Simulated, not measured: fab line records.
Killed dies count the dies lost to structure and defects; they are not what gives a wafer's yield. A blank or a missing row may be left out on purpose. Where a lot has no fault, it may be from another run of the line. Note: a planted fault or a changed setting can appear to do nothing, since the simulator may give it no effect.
Which tool did it? :: flow gf180mcu :: 42 wafers from 14 lots sampled at 3 of the route's 602 steps

## WHAT THE GAUGES SHOWED, per wafer
GF_V5_THK_MEAS_03.
lot: L920
measured: day 26 09:52
on: film-metro-01
V5_CVD_02_THK (nm): 1435 1448 1463

lot: L921
measured: day 26 16:11
on: film-metro-01
V5_CVD_02_THK (nm): 1415 1444 1473

lot: L922
measured: day 26 23:28
on: film-metro-04
V5_CVD_02_THK (nm): 1413 1387 1442

lot: L924
measured: day 27 18:32
on: film-metro-04
V5_CVD_02_THK (nm): 1434 1433 1450

lot: L923
measured: day 27 20:12
on: film-metro-03
V5_CVD_02_THK (nm): 1447 1440 1455

lot: L925
measured: day 28 05:44
on: film-metro-01
V5_CVD_02_THK (nm): 1419 1428 1430

lot: L926
measured: day 28 13:43
on: film-metro-04
V5_CVD_02_THK (nm): 1451 1463 1443

lot: L929
measured: day 29 09:40
on: film-metro-03
V5_CVD_02_THK (nm): 1445 1445 1441

lot: L930
measured: day 29 18:09
on: film-metro-03
V5_CVD_02_THK (nm): 1451 1494 1473

lot: L932
measured: day 30 05:59
on: film-metro-01
V5_CVD_02_THK (nm): 1432 1478 1473

lot: L938
measured: day 31 16:47
on: film-metro-01
V5_CVD_02_THK (nm): 1436 1410 1443

lot: L939
measured: day 32 01:58
on: film-metro-03
V5_CVD_02_THK (nm): 1395 1432 1424

lot: L940
measured: day 32 07:19
on: film-metro-03
V5_CVD_02_THK (nm): 1419 1424 1460

lot: L941
measured: day 32 12:27
on: film-metro-04
V5_CVD_02_THK (nm): 1453 1474 1460

GF_V5_OVL_MEAS_15.
lot: L920
measured: day 27 06:49
on: overlay-01
V5_OVL (nm): 3 6 -4

lot: L921
measured: day 27 12:22
on: overlay-01
V5_OVL (nm): 17 20 16

lot: L922
measured: day 27 19:46
on: overlay-02
V5_OVL (nm): 8 2 9

lot: L924
measured: day 28 14:38
on: overlay-01
V5_OVL (nm): 4 1 10

lot: L923
measured: day 28 16:24
on: overlay-01
V5_OVL (nm): 3 6 11

lot: L925
measured: day 29 01:27
on: overlay-02
V5_OVL (nm): 13 10 4

lot: L926
measured: day 29 08:59
on: overlay-02
V5_OVL (nm): 12 4 16

lot: L929
measured: day 30 03:43
on: overlay-02
V5_OVL (nm): 7 -6 -4

lot: L930
measured: day 30 12:34
on: overlay-01
V5_OVL (nm): 7 8 14

lot: L932
measured: day 31 01:16
on: overlay-01
V5_OVL (nm): 16 14 3

lot: L938
measured: day 32 10:27
on: overlay-02
V5_OVL (nm): -2 6 -1

lot: L939
measured: day 32 19:01
on: overlay-01
V5_OVL (nm): 0 5 -10

lot: L940
measured: day 33 00:03
on: overlay-01
V5_OVL (nm): 0 4 5

lot: L941
measured: day 33 04:46
on: overlay-01
V5_OVL (nm): 4 12 6

## WHAT TOOL EACH LOT RAN ON (gives the tool, then ch and the chambers of the sampled wafers, and finally the start)
lot: L920
GF_MIM_SPUTTER_04: pvd-sputter-04, day 24 13:09

lot: L921
GF_MIM_SPUTTER_04: pvd-sputter-04, day 24 20:08

lot: L922
GF_MIM_SPUTTER_04: pvd-sputter-03, day 25 03:43

lot: L924
GF_MIM_SPUTTER_04: pvd-sputter-04, day 25 23:53

lot: L923
GF_MIM_SPUTTER_04: pvd-sputter-04, day 26 01:29

lot: L925
GF_MIM_SPUTTER_04: pvd-sputter-03, day 26 11:31

lot: L926
GF_MIM_SPUTTER_04: pvd-sputter-02, day 26 19:44

lot: L929
GF_MIM_SPUTTER_04: pvd-sputter-02, day 27 17:10

lot: L930
GF_MIM_SPUTTER_04: pvd-sputter-02, day 28 01:45

lot: L932
GF_MIM_SPUTTER_04: pvd-sputter-03, day 28 14:16

lot: L938
GF_MIM_SPUTTER_04: pvd-sputter-03, day 30 03:37

lot: L939
GF_MIM_SPUTTER_04: pvd-sputter-04, day 30 13:07

lot: L940
GF_MIM_SPUTTER_04: pvd-sputter-03, day 30 18:34

lot: L941
GF_MIM_SPUTTER_04: pvd-sputter-04, day 30 23:50
- GF_MIM_SPUTTER_04: material TiN, target thk 50 nm, time 41.7 s.

## WHAT THE TOOLS THEMSELVES READ (means of the sampled wafers that have a number; where no wafer has one, the mark that the record gives instead)
GF_MIM_SPUTTER_04.
lot: L920
tool: pvd-sputter-04
throttle-valve-pct (%): 29.9

lot: L921
tool: pvd-sputter-04
throttle-valve-pct (%): 29.6

lot: L922
tool: pvd-sputter-03
throttle-valve-pct (%): 29.7

lot: L924
tool: pvd-sputter-04
throttle-valve-pct (%): 29.3

lot: L923
tool: pvd-sputter-04
throttle-valve-pct (%): 30.3

lot: L925
tool: pvd-sputter-03
throttle-valve-pct (%): 30.6

lot: L926
tool: pvd-sputter-02
throttle-valve-pct (%): 31.2

lot: L929
tool: pvd-sputter-02
throttle-valve-pct (%): 31.0

lot: L930
tool: pvd-sputter-02
throttle-valve-pct (%): 30.7

lot: L932
tool: pvd-sputter-03
throttle-valve-pct (%): 30.3

lot: L938
tool: pvd-sputter-03
throttle-valve-pct (%): 29.9

lot: L939
tool: pvd-sputter-04
throttle-valve-pct (%): 30.4

lot: L940
tool: pvd-sputter-03
throttle-valve-pct (%): 30.0

lot: L941
tool: pvd-sputter-04
throttle-valve-pct (%): 29.3

## THE ANSWER, worked out from the rows above alone
Rule: usual is defined by the lots themselves. Put in order of their means at a reading, lots are off if they are a third of the lots or fewer, leave a main group of 4 or more, and stand apart from it by a gap of 3 or more times the standard deviation of the main group's means; of several such gaps the widest counts. A main group whose means are all the same, to the digits that the tables above print for the reading, isn't used. Also off: a lot with no number at a reading for which 4 or more lots have one. The other lots that the step has rows for count as sound. Order of review: gauges by route order, followed by the tools' own readings, for which a lot's mean as printed above is used. At the first step where some lot is off, the reading lying furthest off is the one used; lots without a number count as furthest.
No lot is off on any of the readings shown, so nothing can be concluded from this.

## WHAT THE SIMULATOR HAD INSERTED
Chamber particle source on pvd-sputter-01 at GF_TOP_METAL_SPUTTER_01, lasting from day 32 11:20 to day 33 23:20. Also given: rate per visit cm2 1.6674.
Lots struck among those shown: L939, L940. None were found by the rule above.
